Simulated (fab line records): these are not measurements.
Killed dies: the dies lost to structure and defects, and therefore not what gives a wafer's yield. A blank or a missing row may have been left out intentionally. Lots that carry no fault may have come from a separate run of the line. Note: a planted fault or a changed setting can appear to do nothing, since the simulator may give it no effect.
Problem report, 8D (eight disciplines) form, completed by code    flow sky130    the parts of the form that need people (team, actions taken, sign-off) are left out

== 1. THE PROBLEM ==
rf fwd power W at SKY_PASSIVATION_CVD_00 reads a mean of 682 W on 2 wafers of 2 lots; wafers without a fault read 589 W with a standard deviation of 3. Measured from the usual mean, that is +31 standard deviations.
The step: deposits SiO2, target thk 90 nm.
First seen on wafer L610.1, day 49 01:22, on pecvd-01. The record has a number at this step for 36 wafers belonging to 12 lots. Rule for "out" (also "out of limits"): further than 4 standard deviations from the usual mean. All remaining wafers that have a number are taken as sound.

== 2. WHAT IT IS, AND WHAT IT ISN'T ==
question                     is                 is not
which readings at this step  rf fwd power W     heater power w
which lots                   L610, L611         L589, L590, L594, L595, L596, L601, L602, L603, L607, L612
which wafers of those lots   L610.1, L611.3     L610.2, L610.5, L611.5, L611.6
read on which tools          pecvd-01           pecvd-02, pecvd-04
when                         from day 49 01:22  up to then (29 sound wafers); but 5 sound wafers of L611, L612 came after

== 3. WHAT RULES OUT EACH SUSPECT ==
Counting: any tool at a process step up to the reading remains a suspect provided it ran every lot that is out. Sound lots after the first of them don't rule it out here, since some wafers of a struck lot are sound.
- rie diel-02 at SKY_METAL4_ETCH_17 (etches SiO2 in C4F8/O2/Ar, stops on TiN, time 3.9 s, target depth 15 nm): kept. It ran every lot that is out, first L610 (day 47 07:52); its last sound lot up to then is L607 (day 46 16:54).
- pecvd-01 at SKY_PASSIVATION_CVD_00 (deposits SiO2, target thk 90 nm): kept. It ran every lot that is out, first L610 (day 49 01:22); its last sound lot up to then is L607 (day 48 12:22). Out on those wafers are its own readings of rf fwd power W.
- Within pecvd-01 at SKY_PASSIVATION_CVD_00: the wafers that are out ran in chamber 0; their sound lot-mates ran in chambers 1, 2.
Left after counting: rie diel-02 at SKY_METAL4_ETCH_17, pecvd-01 at SKY_PASSIVATION_CVD_00.

== 4. THE CAUSE (what the simulator had put in) ==
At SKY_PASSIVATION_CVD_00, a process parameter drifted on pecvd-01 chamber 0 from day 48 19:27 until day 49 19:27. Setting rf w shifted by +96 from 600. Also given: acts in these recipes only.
This tool is one of the 2 suspects left after counting.

== 5. SEQUENCE OF EFFECTS, ordered by route ==
Each row: a reading where the mean over the struck wafers with a number is more than 3 standard deviations away from the usual. Scope: only readings with a usual standard deviation given in the record; hours: median across lots of the time from each lot's start at the first step in this table that gives one to its start at this step; sigmas: change in usual standard deviations.
hours  step                         reading                 usual    on struck wafers  change  sigmas
0      SKY_PASSIVATION_CVD_00       rf fwd power W          589 W    682               +93     +31
0      SKY_PASSIVATION_THK_MEAS_01  PASSIVATION_CVD_00_THK  90.1 nm  93.5              +3.5    +3.1
Its process steps:
- SKY_PASSIVATION_CVD_00: deposits SiO2, target thk 90 nm.

== 6. HOW IT WOULD HAVE BEEN CAUGHT EARLIER ==
6 hours passed between the start of the fault at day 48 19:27 and the first reading out of limits in this record, taken at day 49 01:22.
